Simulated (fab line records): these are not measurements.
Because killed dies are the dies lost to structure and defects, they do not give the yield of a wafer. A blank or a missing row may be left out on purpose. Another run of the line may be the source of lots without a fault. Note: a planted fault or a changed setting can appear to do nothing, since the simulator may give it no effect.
What tool caused it?    flow gf180mcu    14 lots with 42 wafers sampled at 4 steps, on a route of 602 steps

== WHAT EACH GAUGE READ, for each wafer ==
GF_V2_OVL_MEAS_15.
lot   measured      on          V2_OVL (nm)
L248  day 20 07:41  overlay-02  4 5 0
L249  day 21 00:41  overlay-02  -7 1 -4
L250  day 21 13:20  overlay-01  3 4 7
L251  day 21 10:59  overlay-02  1 5 3
L258  day 24 07:38  overlay-01  6 4 2
L260  day 24 16:40  overlay-01  8 2 6
L263  day 25 14:44  overlay-02  -1 -2 -6
L264  day 25 19:40  overlay-02  7 7 5
L265  day 26 12:56  overlay-02  -6 -6 -6
L266  day 26 15:16  overlay-02  -1 1 -2
L267  day 26 17:35  overlay-01  0 -1 6
L268  day 27 00:16  overlay-01  -1 -8 -3
L270  day 28 04:20  overlay-02  -7 3 1
L271  day 28 07:37  overlay-02  -5 -6 -3

== WHAT TOOL EACH LOT RAN ON (gives the tool, then ch and the chambers of the sampled wafers, and finally the start) ==
lot   GF_VT_IMPLANT_SOFTBAKE_36          GF_CONTACT_ETCH_17                             GF_M1_SPUTTER_02
L248  litho-track-04 ch 0, day 7 06:51   rie-diel-03 ch 1,2,3, day 16 03:52 or earlier  pvd-sputter-04, day 16 03:52
L249  litho-track-01 ch 0, day 7 12:57   rie-diel-04 ch 0,1,2, day 16 20:59 or earlier  pvd-sputter-04, day 16 20:59
L250  litho-track-01 ch 0, day 7 16:33   rie-diel-01 ch 2,3, day 17 07:29 or earlier    pvd-sputter-02, day 17 07:29
L251  litho-track-04 ch 0, day 8 01:03   rie-diel-01 ch 0,3, day 17 05:14 or earlier    pvd-sputter-02, day 17 05:14
L258  litho-track-03 ch 0, day 10 00:59  rie-diel-01 ch 0,1, day 20 04:59 or earlier    pvd-sputter-02, day 20 04:59
L260  litho-track-01 ch 0, day 10 13:04  rie-diel-01 ch 1,3, day 20 13:58 or earlier    pvd-sputter-01, day 20 13:58
L263  litho-track-03 ch 0, day 11 08:32  rie-diel-03 ch 0,1,3, day 21 14:32 or earlier  pvd-sputter-02, day 21 14:32
L264  litho-track-01 ch 0, day 11 13:51  rie-diel-03 ch 0,3, day 21 21:14 or earlier    pvd-sputter-02, day 21 21:14
L265  litho-track-01 ch 0, day 11 23:33  rie-diel-03 ch 1,2, day 22 14:51 or earlier    pvd-sputter-01, day 22 14:51
L266  litho-track-04 ch 0, day 12 03:30  rie-diel-04 ch 0,1,3, day 22 17:41 or earlier  pvd-sputter-04, day 22 17:41
L267  litho-track-04 ch 0, day 12 09:38  rie-diel-04 ch 1,2,3, day 22 20:20 or earlier  pvd-sputter-01, day 22 20:20
L268  litho-track-04 ch 0, day 12 14:14  rie-diel-03 ch 1,2,3, day 23 05:59 or earlier  pvd-sputter-02, day 23 05:59
L270  litho-track-03 ch 0, day 13 14:25  rie-diel-04 ch 1,2,3, day 24 11:08 or earlier  pvd-sputter-04, day 24 11:08
L271  litho-track-01 ch 0, day 13 19:25  rie-diel-01 ch 1,2,3, day 24 14:05 or earlier  pvd-sputter-01, day 24 14:05
- GF_VT_IMPLANT_SOFTBAKE_36: time 60 s.
- GF_CONTACT_ETCH_17: etches SiO2 in C4F8/O2/Ar, stops on CoSi2, target depth 860 nm.
- GF_M1_SPUTTER_02: material AlCu, target thk 450 nm, time 23.9 s.

== AS READ BY THE TOOLS THEMSELVES (means over the sampled wafers that have a number; for cases with no such wafer, the mark the record gives instead) ==
GF_VT_IMPLANT_SOFTBAKE_36.
lot   tool            heater-power-total-W (W)  plate-temp-C (C)
L248  litho-track-04  56.62                     89.95
L249  litho-track-01  56.63                     90.04
L250  litho-track-01  56.49                     90.07
L251  litho-track-04  56.62                     89.85
L258  litho-track-03  57.72                     91.46
L260  litho-track-01  56.58                     89.95
L263  litho-track-03  57.66                     91.22
L264  litho-track-01  56.58                     90.07
L265  litho-track-01  56.60                     90.09
L266  litho-track-04  56.60                     90.13
L267  litho-track-04  56.60                     90.08
L268  litho-track-04  56.59                     90.08
L270  litho-track-03  56.65                     90.01
L271  litho-track-01  56.59                     90.02

GF_CONTACT_ETCH_17.
lot   tool         oes-product-au (a.u.)
L248  rie-diel-03  0.809
L249  rie-diel-04  0.817
L250  rie-diel-01  0.819
L251  rie-diel-01  0.816
L258  rie-diel-01  0.813
L260  rie-diel-01  0.814
L263  rie-diel-03  0.816
L264  rie-diel-03  0.811
L265  rie-diel-03  0.814
L266  rie-diel-04  0.818
L267  rie-diel-04  0.815
L268  rie-diel-03  0.819
L270  rie-diel-04  0.815
L271  rie-diel-01  0.811

GF_M1_SPUTTER_02.
lot   tool            cathode-dc-power-W (W)  throttle-valve-pct (%)
L248  pvd-sputter-04  10600                   30.9
L249  pvd-sputter-04  10602                   31.4
L250  pvd-sputter-02  10599                   30.8
L251  pvd-sputter-02  10598                   30.9
L258  pvd-sputter-02  10600                   29.7
L260  pvd-sputter-01  10600                   30.2
L263  pvd-sputter-02  10601                   30.8
L264  pvd-sputter-02  10600                   29.7
L265  pvd-sputter-01  10598                   30.4
L266  pvd-sputter-04  10600                   31.0
L267  pvd-sputter-01  10600                   30.5
L268  pvd-sputter-02  10601                   29.8
L270  pvd-sputter-04  10599                   30.7
L271  pvd-sputter-01  10599                   30.0

== THE ANSWER, worked out from the rows above alone ==
Rule: the lots themselves supply what counts as usual. Put in order of their means at a reading, lots are off if they are a third of the lots or fewer, leave a main group of 4 or more, and stand apart from it by a gap of 3 or more times the standard deviation of the main group's means; of several such gaps the widest counts. The tables above print the reading to a certain number of digits; a main group whose means all agree to those digits is not used. A lot without any number at a reading at which 4 lots or more have one is off too. Where the step has rows for the other lots, those lots are counted as sound. After the gauges, taken in route order, come the tools' own readings; for these a lot's mean is taken, as printed above. At the first step where some lot is off, the reading lying furthest off is the one used; lots without a number count as furthest.
Off at GF_VT_IMPLANT_SOFTBAKE_36 (heater-power-total-W): L258, L263. For the main group the mean is 56.60 W and the standard deviation 0.038.
A tool fits if, at that step or a process step before it, it ran every lot that is off, and no sound lot after the first of them. Of those tried, none fits.

== WHAT WAS PUT IN BY THE SIMULATOR ==
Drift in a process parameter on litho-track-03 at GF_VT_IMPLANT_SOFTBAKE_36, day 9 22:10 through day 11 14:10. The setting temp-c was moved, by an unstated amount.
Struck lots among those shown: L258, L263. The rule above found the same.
